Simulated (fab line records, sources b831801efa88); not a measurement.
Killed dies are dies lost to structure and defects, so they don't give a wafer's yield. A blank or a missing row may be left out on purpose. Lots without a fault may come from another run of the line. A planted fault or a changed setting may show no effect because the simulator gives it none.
Chamber matching | flow sky130 | SKY_CAPM_CVD_00 on pecvd-03: 3 sister chambers
The step deposits SiO2, target thk 15.5 nm. 3 wafers are shown with their chamber, then 9 later ones without.

WAFERS WITH THEIR CHAMBER
wafer  | chamber | heater_power_w (W)
L090.4 | 1       | 855
L090.5 | 2       | 710
L090.6 | 0       | 637

WAFERS WITHOUT THEIR CHAMBER
wafer  | heater_power_w (W)
L091.2 | 664
L091.3 | 734
L091.5 | 740
L092.1 | 854
L092.2 | 739
L092.6 | 877
L096.3 | 726
L096.5 | 848
L096.6 | 738

WHICH CHAMBER EACH WENT THROUGH
wafer  | from the rows above     | in truth
L091.2 | can't be placed: 0 or 2 | 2
L091.3 | 2                       | 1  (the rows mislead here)
L091.5 | 2                       | 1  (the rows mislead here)
L092.1 | 1                       | 1
L092.2 | 2                       | 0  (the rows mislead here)
L092.6 | 1                       | 1
L096.3 | 2                       | 2
L096.5 | 1                       | 1
L096.6 | 2                       | 2
Placed correctly: 5 of 9. Can't be placed from these rows: 1 (the true chamber is among the candidates in 1). Placed wrongly: 3.
How it was worked out, from the rows above alone: a wafer's distance from a chamber is the root of the sum, over the readings, of the square of ((its reading less the chamber's mean) divided by the reading's scatter). The wafer belongs to the nearest chamber; if the next one is less than 2 further off, it can't be placed. A chamber's mean is the mean of its shown wafers. The scatter: with one shown wafer a chamber, the root of the mean of the squares of how far each hidden wafer lies from its nearest shown one.
